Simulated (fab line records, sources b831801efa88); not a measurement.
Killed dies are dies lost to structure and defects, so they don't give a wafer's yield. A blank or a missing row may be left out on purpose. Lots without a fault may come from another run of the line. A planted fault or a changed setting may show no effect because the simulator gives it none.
Problem report in the 8D (eight disciplines) form, filled by code | flow gf180mcu | the parts of the form that need people (team, actions taken, sign-off) are left out

1. THE PROBLEM
M1_ALCU_RS at GF_M1_RS_MEAS_05 reads a mean of 0.0831 ohm/sq on 9 wafers of 3 lots; wafers without a fault read 0.0695 ohm/sq with a standard deviation of 0.00081. That is +17 standard deviations from the usual mean.
The step: measures by four-point-probe.
First seen on wafer L660.1, day 21 04:02, on film_metro-01. The record holds 33 wafers of 11 lots with a number at this step. Rule for "out", or "out of limits": more than 4 standard deviations from the usual mean. The other wafers with a number count as sound.

2. WHAT IT IS AND WHAT IT IS NOT
question                    | is                           | is not
which readings at this step | M1_ALCU_RS                   | -
which lots                  | L660, L662, L663             | L646, L648, L651, L653, L655, L656, L661, L666
which wafers of those lots  | all that have a number       | -
read on which gauges        | film_metro-01, film_metro-02 | film_metro-03
when                        | from day 21 04:02            | up to then (18 sound wafers); but 6 sound wafers of L661, L666 came after

3. SUSPECTS, AND WHAT RULES EACH OUT
Counting: a tool at a process step up to the reading stays a suspect if it ran every lot that is out and no sound lot after the first of them.
- the gauge at GF_M1_RS_MEAS_05: ruled out. The wafers that are out were read on 2 gauges (film_metro-01, film_metro-02).
- pvd_sputter-04 at GF_M1_SPUTTER_02 (material AlCu, target thk 450 nm, time 23.9 s): kept. It ran every lot that is out, first L660 (day 21 03:57), and no sound lot after that; its last sound lot up to then is L651 (day 18 03:42).
Left after counting: pvd_sputter-04 at GF_M1_SPUTTER_02.

4. THE CAUSE (what the simulator had put in)
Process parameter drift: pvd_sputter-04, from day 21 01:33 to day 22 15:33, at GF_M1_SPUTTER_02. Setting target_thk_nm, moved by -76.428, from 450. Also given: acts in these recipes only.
Counting left only this tool.

5. THE CHAIN OF EFFECTS, in route order
Each row: a reading whose mean over the struck wafers that have a number lies more than 3 standard deviations from the usual. Only readings for which the record gives a usual standard deviation are gone through. hours: the time from each lot's start at the first step in this table that gives one to its start at this step, as a median over the lots. sigmas: the change in usual standard deviations.
hours | step                | reading            | usual         | on struck wafers | change  | sigmas
0     | GF_M1_RS_MEAS_05    | M1_ALCU_RS         | 0.0695 ohm/sq | 0.0831           | +0.0136 | +17
0     | GF_M1_THK_MEAS_06   | M1_ALCU_THK        | 446 nm        | 374              | -72     | -14
23    | GF_M1_METAL_ETCH_16 | oes_product_au     | 0.973 a.u.    | 0.900            | -0.073  | -11
23    | GF_M1_METAL_ETCH_16 | throttle_valve_pct | 28.248 %      | 28.332           | +0.084  | +8.5
The process steps in it:
- GF_M1_METAL_ETCH_16: etches the open film in Cl2/BCl3, stops on SiO2, target depth 627.5 nm, time 104.6 s.
Later measuring or inspecting steps at which every struck wafer that the step has a row for has a number for every such reading, and none has moved that far: GF_M2_OVL_MEAS_15, GF_V2_CD_MEAS_14.

6. WHAT WOULD HAVE CAUGHT IT SOONER
In this record the first reading out of limits at a measuring or inspecting step was taken at day 21 04:02, 2 hours after the fault began at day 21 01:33.
Of the tool readings at GF_M1_SPUTTER_02 for which the record gives a usual standard deviation, none was out on any struck wafer, so an alarm limit of 4 standard deviations on them would not have fired.
Of the lots that are out (3), L662, L663 began GF_M1_SPUTTER_02 on pvd_sputter-04 after day 21 04:02. A hold on the tool at that time would have spared those 2.
